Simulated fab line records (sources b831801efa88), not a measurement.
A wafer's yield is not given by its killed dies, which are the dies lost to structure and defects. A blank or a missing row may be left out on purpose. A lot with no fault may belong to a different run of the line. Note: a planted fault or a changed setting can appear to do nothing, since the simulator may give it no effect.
fab line records | flow sky130
record: lots: 6 wafers: 18 last-day: 49
route steps=708 shown METAL4@622 PAD_OPEN@708
lots with no fault: from the same line, run without faults
start-h: the number of hours between the record's first day and the start of the first shown wafer of the lot | wait-h: time in hours since the lot's previous step | " unchanged from the row above | L1.1+2: a single row standing in for several wafers | - no value, or no start was given | * or withheld: withheld | < > ~ a bound
route shown NAME@n: NAME is a module with steps in the file, n the number in the route of the first one | usual: average and standard deviation across the fault-free wafers | same: alike in all rows | chamber/n: place in a boat | sites: the reading at each site | _std_site: standard deviation across them | _edge_site: mean of outer sites minus mean of inner sites | radius-mm: for every site, how far away it sits from the centre of the wafer | mask NAME#n: copy n | behind: the tool/chamber that last shaped the wafer | hold: cause of the lot's hold/its duration in hours/its outcome | device: which transistor (n, p or np) failed to switch | end of line: tests of these same wafers at the route's end | a step without rows: its recipe alone | killed: dies lost to structure and defects at the first sort, not the wafer's yield | map: dies across one wafer; x = killed, . = not, _ = none there
set.NAME: the setting the step ran with; set.NAME@STEP: the setting that earlier step ran with | model.NAME: the simulator's own value behind a step, which no gauge read
lots seen at some steps along the route; tables by step, rows by wafer
services: from which hour (start-h, from the record's first day; less than 0 if before it) a tool's chamber was out of use, for how many hours, and why
== steps ==
step: SKY_METAL4_HMDS_06
recipe: prime-time-s: 60 prime-temp-c: 120
step: SKY_METAL4_COAT_07
recipe: resist: BARC temp-c: withheld time-s: withheld spin-rpm: 3000 resist-thk-nm: 60
step: SKY_METAL4_COAT_08
recipe: resist: KrF-thick spin-rpm: 3000 resist-thk-nm: 1140
step: SKY_METAL4_SOFTBAKE_09
recipe: temp-c: 100 time-s: 90 resist: KrF-thick
step: SKY_METAL4_EXPOSE_10
recipe: mask-id: MM4 na: 0.68 source-shape: annular sigma-inner: 0.4 sigma-outer: 0.8 target-cd-nm: 300 dose-mj: 28
step: SKY_METAL4_PEB_11
recipe: peb-temp-c: withheld peb-time-s: withheld resist: KrF-thick
step: SKY_METAL4_DEVELOP_12
recipe: develop-time-s: 60 resist: KrF-thick dev-temp-c: 21
step: SKY_METAL4_CD_MEAS_13
recipe: target-cd-nm: 300
usual: cd-nm: 300.5/1.5
columns lot.wafer tool chamber start-h wait-h cd-nm
L335.2 cd-sem-02 - 995.90 - 302.2
L335.5 " - " " 302.5
L335.6 " - " " 300.9
L341.1 cd-sem-01 - 1033.65 - 300.8
L341.4 " - " " 301.2
L341.6 " - " " 301.2
L343.2 cd-sem-01 - 1046.92 - 298.8
L343.3 " - " " 299.1
L343.6 " - " " 299.0
L345.1 cd-sem-02 - 1060.79 - 300.5
L345.2 " - " " 299.6
L345.4 " - " " 300.0
L347.1 cd-sem-02 - 1074.28 - 298.5
L347.4 " - " " 300.0
L347.6 " - " " 298.4
L352.2 cd-sem-02 - 1103.10 - 299.3
L352.3 " - " " 299.6
L352.4 " - " " 302.2
step: SKY_METAL4_OVL_MEAS_14
usual: METAL4_OVL: -4/6.1
columns lot.wafer tool chamber start-h wait-h METAL4_OVL[nm]
L335.2 overlay-02 - 996.01 0.1 -6
L335.5 " - " " -2
L335.6 " - " " -6
L341.1 overlay-01 - 1033.77 0.1 7
L341.4 " - " " -1
L341.6 " - " " -6
L343.2 overlay-02 - 1047.03 0.1 -15
L343.3 " - " " -15
L343.6 " - " " -9
L345.1 overlay-01 - 1060.91 0.1 -10
L345.2 " - " " 1
L345.4 " - " " -4
L347.1 overlay-02 - 1074.40 0.1 0
L347.4 " - " " -5
L347.6 " - " " -1
L352.2 overlay-02 - 1103.21 0.1 6
L352.3 " - " " 10
L352.4 " - " " 4
step: SKY_METAL4_DESCUM_15
recipe: chemistry: O2 source-power-w: 150 bias-power-w: 0 pressure-mtorr: 10 temp-c: 40 time-s: 8
usual: drypump-motor-current-A: 5.7/0.65 oes-product-au: 0.999/0.0072 temp-c: 40.00/0.1
same: bias-power-w: 0
columns lot.wafer tool chamber start-h wait-h drypump-motor-current-A oes-product-au rf-hours-counter-h temp-c
L335.2 rie-metal-03 1 996.04 0.0 6.3 0.997 19 40.06
L335.5 " 0 " " 5.2 0.997 - 39.92
L335.6 " 1 " " 6.3 0.996 - 39.81
L341.1 rie-metal-02 0 1033.81 0.0 5.4 0.995 5 39.93
L341.4 " 1 " " 4.8 0.986 - 39.90
L341.6 " 0 " " 5.4 1.000 - 40.21
L343.2 rie-metal-04 1 1047.06 0.0 5.3 0.994 19 40.11
L343.3 " 0 " " 6.6 0.996 - 40.09
L343.6 " 1 " " 5.3 1.003 - 39.96
L345.1 rie-metal-04 0 1060.94 0.0 6.6 0.988 3 39.88
L345.2 " 1 " " 5.2 1.001 20 40.03
L345.4 " 0 " " 6.6 0.991 - 40.08
L347.1 rie-metal-03 1 1074.44 0.0 6.3 1.010 24 39.93
L347.4 " 1 " " 6.3 1.023 - 39.97
L347.6 " 0 " " 5.3 1.018 - 40.03
L352.2 rie-metal-04 0 1103.24 0.0 6.6 1.003 6 40.09
L352.3 " 1 " " 5.2 1.003 - 40.08
L352.4 " 0 " " 6.6 0.984 - 39.91
step: SKY_METAL4_ETCH_16
recipe: chemistry: N2/H2 target: BARC ion-energy-ev: 200 bias-w: 100 pressure-mtorr: 30 n2-flow-sccm: 100 h2-flow-sccm: 200 icp-w: 500 stop-on: SiO2 time-s: 88.2 target-depth-a: 600
usual: drypump-motor-current-A: 5.7/0.65 oes-product-au: 0.625/0.0054 throttle-valve-pct: 13.206/0.0091
columns lot.wafer tool chamber start-h wait-h drypump-motor-current-A oes-product-au rf-hours-counter-h throttle-valve-pct
L335.2 rie-metal-03 1 996.07 0.0 6.3 0.622 19 13.207
L335.5 " 0 " " 5.3 0.627 - 13.209
L335.6 " 1 " " 6.2 0.627 - 13.189
L341.1 rie-metal-02 0 1033.84 0.0 5.4 0.629 5 13.202
L341.4 " 1 " " 4.8 0.632 - 13.184
L341.6 " 0 " " 5.4 0.619 - 13.203
L343.2 rie-metal-04 1 1047.09 0.0 5.3 0.622 19 13.200
L343.3 " 0 " " 6.6 0.623 - 13.209
L343.6 " 1 " " 5.3 0.624 - 13.218
L345.1 rie-metal-04 0 1060.98 0.0 6.6 0.626 3 13.207
L345.2 " 1 " " 5.3 0.631 20 13.208
L345.4 " 0 " " 6.6 0.627 - 13.204
L347.1 rie-metal-03 1 1074.47 0.0 6.2 0.643 24 13.196
L347.4 " 1 " " 6.2 0.622 - 13.221
L347.6 " 0 " " 5.3 0.620 - 13.200
L352.2 rie-metal-04 0 1103.27 0.0 6.6 0.632 6 13.208
L352.3 " 1 " " 5.3 0.624 - 13.202
L352.4 " 0 " " 6.6 0.617 - 13.187
step: SKY_METAL4_ETCH_17
recipe: target: SiO2 stop-on: TiN chemistry: C4F8/O2/Ar source-w: 1500 bias-w: 1200 pressure-mtorr: 40 c4f8-flow-sccm: withheld O2_flow_sccm: 6 Ar_flow_sccm: 300 time-s: 3.9 target-depth-a: 150
usual: oes-product-au: 0.755/0.0065
columns lot.wafer tool chamber start-h wait-h oes-product-au rf-hours-counter-h
L335.2 rie-diel-04 2 996.17 0.1 0.748 5
L335.5 " 2 " " 0.753 -
L335.6 " 1 " " 0.762 -
L341.1 rie-diel-01 1 1033.94 0.1 0.754 12
L341.4 " 3 " " 0.756 7
L341.6 " 0 " " 0.759 -
L343.2 rie-diel-01 3 1047.19 0.1 0.751 7
L343.3 " 1 " " 0.757 12
L343.6 " 0 " " 0.756 -
L345.1 rie-diel-03 2 1061.07 0.1 0.753 17
L345.2 " 0 " " 0.748 27
L345.4 " 3 " " 0.758 15
L347.1 rie-diel-04 2 1074.57 0.1 0.753 8
L347.4 " 0 " " 0.768 6
L347.6 " 1 " " 0.761 -
L352.2 rie-diel-04 0 1103.37 0.1 0.746 7
L352.3 " 1 " " 0.747 14
L352.4 " 3 " " 0.761 16
step: SKY_METAL4_METAL_ETCH_18
recipe: target-depth-a: 8450 stop-on: SiO2 over-etch-frac: 0.3 time-s: 183.1 chemistry: Cl2/BCl3 resist-sidewall-deg: 88 pressure-mtorr: 10 icp-w: 900 bias-w: 48.5 Cl2_flow_sccm: 60 bcl3-flow-sccm: 30
usual: drypump-motor-current-A: 5.6/0.57 oes-product-au: 0.866/0.0056 throttle-valve-pct: 22.264/0.0089
same: over-etch-frac: 0.3
columns lot.wafer tool chamber start-h wait-h drypump-motor-current-A oes-product-au rf-hours-counter-h throttle-valve-pct model.KrF-thick_of_METAL4_COAT_08.thk-nm model.METAL4.cd-nm model.SiO2_of_VIA3_HDPCVD_00.thk-nm
L335.2 rie-metal-04 1 996.24 0.1 5.3 0.870 - 22.266 519.5 304.6 433.9
L335.5 " 1 " " 5.3 0.866 - 22.266 519.3 303.5 434.3
L335.6 " 1 " " 5.3 0.862 - 22.248 520.7 305.4 435.7
L341.1 rie-metal-03 0 1033.96 0.0 5.2 0.873 18 22.261 618.9 312.1 439
L341.4 " 1 " " 6.3 0.872 - 22.274 610.5 303.8 439.2
L341.6 " 1 " " 6.3 0.870 - 22.276 612.7 306.4 438.9
L343.2 rie-metal-02 0 1047.21 0.0 5.4 0.865 6 22.265 538.9 295.2 436.8
L343.3 " 1 " " 4.8 0.869 - 22.235 528.9 298.8 435.7
L343.6 " 1 " " 4.8 0.867 - 22.253 538.1 294.4 436.7
L345.1 rie-metal-03 0 1061.09 0.0 5.2 0.860 20 22.253 623.8 315.6 439.4
L345.2 " 1 " " 6.3 0.860 23 22.265 616 313.1 439.6
L345.4 " 1 " " 6.3 0.870 - 22.267 619.8 315.3 439.5
L347.1 rie-metal-04 1 1074.59 0.0 5.3 0.872 21 22.264 534.1 301.6 436.5
L347.4 " 1 " " 5.3 0.875 - 22.266 533.8 304.9 437.1
L347.6 " 1 " " 5.3 0.870 - 22.263 532.3 303.5 436.6
L352.2 rie-metal-02 0 1103.39 0.0 5.4 0.863 11 22.270 538.9 300.1 434.3
L352.3 " 1 " " 4.8 0.864 - 22.256 533 294.1 434.4
L352.4 " 0 " " 5.4 0.864 - 22.272 541.4 306.5 435.2
step: SKY_METAL4_STRIP_19
recipe: chemistry: O2/N2 power-w: 1400 pressure-mtorr: 1500 platen-temp-c: withheld o2-flow-sccm: 3000 n2-flow-sccm: 300 overash-fraction: 0.5
usual: drypump-motor-current-A: 5.9/0.47 oes-product-au: 0.503/0.0051 strip-time-to-endpoint-s: 6.56/0.068
columns lot.wafer tool chamber start-h wait-h drypump-motor-current-A oes-product-au rf-hours-counter-h strip-time-to-endpoint-s
L335.2 plasma-asher-04 1 996.54 0.2 6.2 0.496 25 6.46
L335.5 " 1 " " 6.2 0.504 - 6.47
L335.6 " 0 " " 5.9 0.498 - 6.47
L341.1 plasma-asher-01 0 1034.13 0.1 5.2 0.543 61 7.44
L341.4 " 0 " " 5.3 0.544 - 7.35
L341.6 " 1 " " 5.6 0.533 - 7.39
L343.2 plasma-asher-04 0 1047.38 0.1 5.9 0.508 30 6.66
L343.3 " 0 " " 5.8 0.496 - 6.54
L343.6 " 0 " " 5.9 0.512 - 6.66
L345.1 plasma-asher-01 1 1061.27 0.1 5.6 0.545 64 7.51
L345.2 " 0 " " 5.3 0.532 64 7.42
L345.4 " 1 " " 5.6 0.538 - 7.45
L347.1 plasma-asher-03 1 1074.76 0.1 5.5 0.515 1 6.60
L347.4 " 0 " " 6.6 0.500 - 6.60
L347.6 " 1 " " 5.6 0.504 - 6.58
L352.2 plasma-asher-03 1 1103.56 0.1 5.5 0.510 4 6.65
L352.3 " 1 " " 5.5 0.505 - 6.57
L352.4 " 0 " " 6.7 0.514 - 6.70
step: SKY_METAL4_STRIP_20
recipe: chemistry: post-etch-residue-remover time-s: 1200 temp-c: 72.5
step: SKY_PAD_OPEN_PROBE_99
columns lot.wafer tool chamber start-h wait-h model.etest.met4.width-nm model.etest.met4-comb.leak-log10-a-um model.etest.met4.line-ohm-um
L335.2 prober-01 - 1090.83 0.1 304.3 -12.07 0.1418
L335.5 prober-01 - 1090.98 0.2 303.6 -12.11 0.1401
L335.6 prober-01 - 1091.03 0.2 308.6 -12.07 0.1385
L341.1 prober-01 - 1123.44 0.1 313.6 -10.57 0.1339
L341.4 prober-01 - 1123.59 0.2 305.5 -11.66 0.1387
L341.6 prober-01 - 1123.69 0.2 305.3 -11.51 0.1398
L343.2 prober-01 - 1135.40 0.1 294.2 -12.11 0.1452
L343.3 prober-01 - 1135.45 0.2 296.2 -11.88 0.1453
L343.6 prober-01 - 1135.60 0.2 293.3 -12.07 0.1451
L345.1 prober-02 - 1147.09 0.1 313.7 -11.78 0.138
L345.2 prober-02 - 1147.14 0.1 316 -12.03 0.1379
L345.4 prober-02 - 1147.24 0.2 310.9 -11.95 0.1397
L347.1 prober-02 - 1159.22 0.1 299.6 -11.81 0.1411
L347.4 prober-02 - 1159.37 0.2 303.9 -12.04 0.1421
L347.6 prober-02 - 1159.47 0.2 302.5 -12.05 0.1415
L352.2 prober-01 - 1181.77 0.1 300.4 -12.01 0.1421
L352.3 prober-01 - 1181.82 0.2 295.2 -11.96 0.1464
L352.4 prober-01 - 1181.87 0.2 308.5 -12.12 0.1382
killed by level:class
L335.2 VIA1:geometric-particle:open=14 LI_CONTACT:geometric-particle:open=7 CONTACT:geometric-particle:open=6 VIA2:geometric-particle:open=5 VIA1:geometric-particle:short=5 VIA3:geometric-particle:open=5 SPACER:geometric-particle:short=4 METAL2:geometric-particle:short=4
L335.5 VIA1:geometric-particle:open=9 CONTACT:geometric-particle:open=9 VIA2:geometric-particle:open=8 CONTACT:geometric-particle:short=6 LI_CONTACT:geometric-particle:open=6 METAL1:geometric-particle:short=6 FIELD_ISO:geometric-particle:open=5 FIELD_ISO:geometric-particle:short=5
L335.6 CONTACT:geometric-particle:open=9 VIA2:geometric-particle:open=7 VIA3:geometric-particle:open=7 VIA3:geometric-particle:short=6 FIELD_ISO:geometric-particle:short=5 LI_CONTACT:geometric-particle:open=5 CONTACT:geometric-particle:short=5 POLY_GATE:geometric-particle:open=4
L343.2 VIA1:geometric-particle:open=18 METAL1:geometric-particle:short=10 METAL2:geometric-particle:short=9 LI_CONTACT:geometric-particle:open=7 VIA2:geometric-particle:open=6 CONTACT:geometric-particle:open=5 CONTACT:geometric-particle:short=5 METAL3:geometric-particle:short=4
L343.3 LI_CONTACT:geometric-particle:open=10 METAL1:geometric-particle:short=9 VIA1:geometric-particle:open=6 CONTACT:geometric-particle:open=5 VIA1:geometric-particle:short=5 METAL2:geometric-particle:short=5 VIA2:geometric-particle:open=5 POLY_GATE:geometric-particle:short=4
L343.6 LI_CONTACT:geometric-particle:open=13 VIA1:geometric-particle:open=9 VIA1:geometric-particle:short=8 METAL2:geometric-particle:short=7 FIELD_ISO:geometric-particle:open=6 CONTACT:geometric-particle:open=6 LI_CONTACT:geometric-particle:short=5 METAL1:geometric-particle:short=5
L345.1 CONTACT:geometric-particle:open=12 VIA1:geometric-particle:open=9 VIA3:geometric-particle:open=9 CONTACT:geometric-particle:short=8 POLY_GATE:geometric-particle:open=7 VIA2:geometric-particle:open=6 METAL2:geometric-particle:short=5 METAL1:geometric-particle:short=4
L345.2 VIA1:geometric-particle:open=12 CONTACT:geometric-particle:open=10 LI_CONTACT:geometric-particle:open=7 VIA3:geometric-particle:open=7 METAL2:geometric-particle:short=6 POLY_GATE:geometric-particle:short=5 POLY_GATE:geometric-particle:open=5 CONTACT:geometric-particle:short=5
L345.4 VIA1:geometric-particle:open=13 METAL1:geometric-particle:short=11 CONTACT:geometric-particle:open=11 POLY_GATE:geometric-particle:short=8 VIA2:geometric-particle:open=7 FIELD_ISO:geometric-particle:open=5 POLY_GATE:geometric-particle:open=5 METAL2:geometric-particle:short=5
L347.1 VIA1:geometric-particle:open=11 CONTACT:geometric-particle:open=9 METAL1:geometric-particle:short=9 FIELD_ISO:geometric-particle:open=6 FIELD_ISO:geometric-particle:short=6 VIA2:geometric-particle:open=6 VIA3:geometric-particle:open=6 CONTACT:geometric-particle:short=5
L347.4 VIA1:geometric-particle:open=12 VIA3:geometric-particle:open=11 VIA1:geometric-particle:short=8 CONTACT:geometric-particle:open=6 VIA2:geometric-particle:open=6 METAL4:geometric-particle:short=6 METAL2:geometric-particle:short=5 FIELD_ISO:geometric-particle:open=4
L347.6 VIA1:geometric-particle:open=8 LI_CONTACT:geometric-particle:open=7 CONTACT:geometric-particle:open=6 METAL1:geometric-particle:short=6 METAL2:geometric-particle:short=6 VIA2:geometric-particle:open=6 POLY_GATE:geometric-particle:open=5 LOCAL_INTERCONNECT:geometric-particle:short=5
L352.2 VIA1:geometric-particle:open=12 CONTACT:geometric-particle:open=10 METAL2:geometric-particle:short=10 LI_CONTACT:geometric-particle:open=6 POLY_GATE:geometric-particle:short=5 FIELD_ISO:geometric-particle:short=4 LI_CONTACT:geometric-particle:short=4 VIA1:geometric-particle:short=4
L352.3 VIA1:geometric-particle:open=12 LI_CONTACT:geometric-particle:open=12 CONTACT:geometric-particle:open=9 METAL1:geometric-particle:short=7 VIA3:geometric-particle:open=7 FIELD_ISO:geometric-particle:short=6 FIELD_ISO:geometric-particle:open=5 CONTACT:geometric-particle:short=5
L352.4 VIA1:geometric-particle:open=12 CONTACT:geometric-particle:open=10 METAL2:geometric-particle:short=7 LI_CONTACT:geometric-particle:open=6 VIA3:geometric-particle:open=6 FIELD_ISO:geometric-particle:open=5 LOCAL_INTERCONNECT:geometric-particle:short=5 VIA2:geometric-particle:open=5
== services ==
columns tool chamber start-h hours kind
rie-diel-03 0 974.37 12.3 repair
rie-metal-03 - 974.93 0.3 repair
rie-diel-04 0 975.32 12.8 repair
rie-metal-04 0 988.75 - clean
rie-metal-04 0 988.75 21.6 scheduled-down
rie-metal-04 0 988.75 21.6 vent-cycle
rie-diel-01 2 1008.73 6.7 repair
plasma-asher-03 - 1055.25 9.0 pm
plasma-asher-03 0 1055.25 9.0 vent-cycle
plasma-asher-03 1 1055.25 9.0 vent-cycle
plasma-asher-03 0 1064.25 - clean
plasma-asher-03 1 1064.25 - clean
rie-metal-02 1 1066.14 - clean
rie-metal-02 1 1066.14 18.1 scheduled-down
rie-metal-02 1 1066.14 18.1 vent-cycle
rie-diel-01 0 1067.73 58.6 repair
rie-diel-03 0 1091.02 6.9 repair
rie-metal-03 1 1092.45 - clean
rie-metal-03 1 1092.45 11.9 scheduled-down
rie-metal-03 1 1092.45 11.9 vent-cycle
rie-diel-03 0 1097.89 - clean
rie-diel-03 0 1097.89 18.2 scheduled-down
rie-diel-03 0 1097.89 18.2 vent-cycle
== key ==
first-sign: step: SKY_METAL4_STRIP_19 reading: strip-time-to-endpoint-s direction: up sigmas: 13 usual: * struck: *
effect: step: SKY_METAL4_STRIP_19 reading: oes-product-au direction: up sigmas: 7 usual: 0.503 struck: 0.539
model-effect: step: SKY_METAL4_METAL_ETCH_18 value: KrF-thick_of_METAL4_COAT_08.thk-nm without: 526.8 struck: 616.9
model-effect: step: SKY_PAD_OPEN_PROBE_99 value: etest.met4.width-nm without: 301 struck: 310.8
met-at SKY_METAL4_METAL_ETCH_18
struck-wafers L341.1,L341.4,L341.6,L345.1,L345.2,L345.4
sort-left-out L341.1,L341.4,L341.6
also-fits SKY_METAL4_STRIP_19:plasma-asher-01
fault: kind: process-parameter-drift tool: rie-metal-03 chamber: - onset-h: 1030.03 steps: SKY_METAL4_METAL_ETCH_18 channel: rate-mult offset: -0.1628 shape: step end-h: 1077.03
sort-left-out: the simulated sort isn't trusted on such a fault, so these wafers' sort isn't shown, and their yield isn't known
